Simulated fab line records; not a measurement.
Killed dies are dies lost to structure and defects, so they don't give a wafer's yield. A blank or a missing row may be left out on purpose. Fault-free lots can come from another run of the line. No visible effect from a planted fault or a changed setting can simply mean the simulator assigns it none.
Problem report in the 8D (eight disciplines) form, filled by code | flow sfqLine | the parts of the form that need people (team, actions taken, sign-off) are left out

== 1. THE ISSUE ==
At SFQ_TRILAYER_I0_METRO_MEASURE_029, thkNm averages 215.8 nm over 3 wafers from 2 lots, while fault-free wafers read 199.7 nm, standard deviation 0.89. Measured from the usual mean, that is +18 standard deviations.
Earliest sighting: wafer L799.4 on filmMetro-02 at day 17 22:03. The record holds 42 wafers of 14 lots with a number at this step. Rule for "out", or "out of limits": more than 4 standard deviations from the usual mean. The other wafers with a number count as sound.

== 2. WHAT IT IS, WHAT IT ISN'T ==
question                    | is                     | is not
which readings at this step | thkNm                  | -
which lots                  | L799, L800             | L781, L782, L784, L785, L786, L787, L789, L790, L791, L792, L793, L795
which wafers of those lots  | L799.4, L799.5, L800.5 | L799.6, L800.1, L800.6
read on which tools         | filmMetro-02           | filmMetro-01, filmMetro-04
when                        | from day 17 22:03      | up to then (37 sound wafers); but 2 sound wafers of L800 came after

== 3. WHAT RULES OUT EACH SUSPECT ==
Counting: a tool at a process step up to the reading stays a suspect if it ran every lot that is out. Sound lots after the first of them don't rule it out here, since some wafers of a struck lot are sound.
- cmp-02 at SFQ_TRILAYER_I0_CMP_CMP_028 (polishes SiO2): kept. It ran every lot that is out, first L799 (day 17 15:04); its last sound lot up to then is L795 (day 15 02:43).
- filmMetro-02 at SFQ_TRILAYER_I0_METRO_MEASURE_029: kept. It ran every lot that is out, first L799 (day 17 22:03); its last sound lot up to then is L784 (day 12 05:41). Its own thkNm readings are out on those wafers.
What counting leaves: cmp-02 at SFQ_TRILAYER_I0_CMP_CMP_028 and filmMetro-02 at SFQ_TRILAYER_I0_METRO_MEASURE_029.

== 4. THE CAUSE (what the simulator had put in) ==
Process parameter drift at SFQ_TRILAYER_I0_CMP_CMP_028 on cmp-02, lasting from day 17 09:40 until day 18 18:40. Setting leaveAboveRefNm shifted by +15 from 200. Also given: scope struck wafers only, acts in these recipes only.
Counting leaves 2 suspects; this tool is one of them.

== 5. THE EFFECT CHAIN, in route order ==
Each row: a reading where the mean over the struck wafers with a number is more than 3 standard deviations away from the usual. Only readings for which the record gives a usual standard deviation are gone through. hours: the time from each lot's start at the first step in this table that gives one to its start at this step, as a median over the lots. sigmas: the change in usual standard deviations.
hours | step                                  | reading      | usual      | on struck wafers | change | sigmas
0     | SFQ_TRILAYER_I0_METRO_MEASURE_029     | thkNm        | 199.7 nm   | 215.8            | +16.1  | +18
149   | SFQ_TRILAYER_I0_VIA_ETCH_VIA_ETCH_034 | oesProductAu | 0.854 a.u. | 0.895            | +0.041 | +8.0
It contains these process steps:
- SFQ_TRILAYER_I0_METRO_MEASURE_029
- SFQ_TRILAYER_I0_VIA_ETCH_VIA_ETCH_034: etches SiO2 in CHF3, stops on Nb, target depth 260 nm.
Later steps that measure or inspect, where all struck wafers having a row at the step show a number for every such reading and not one has moved that far: SFQ_C5_OVL_MEAS_937, SFQ_I6_BOW_MEAS_941.

== 6. WHAT WOULD HAVE CAUGHT IT SOONER ==
In this record no reading fell out of limits until day 17 22:03, 12 hours after the fault had begun at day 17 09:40.
Of the tool readings at SFQ_TRILAYER_I0_CMP_CMP_028 for which the record gives a usual standard deviation, none was out on any struck wafer, so an alarm limit of 4 standard deviations on them would not have fired.
Of the lots that are out (2), L800 began SFQ_TRILAYER_I0_CMP_CMP_028 on cmp-02 after day 17 22:03. It would have been spared by a hold on the tool at that moment.
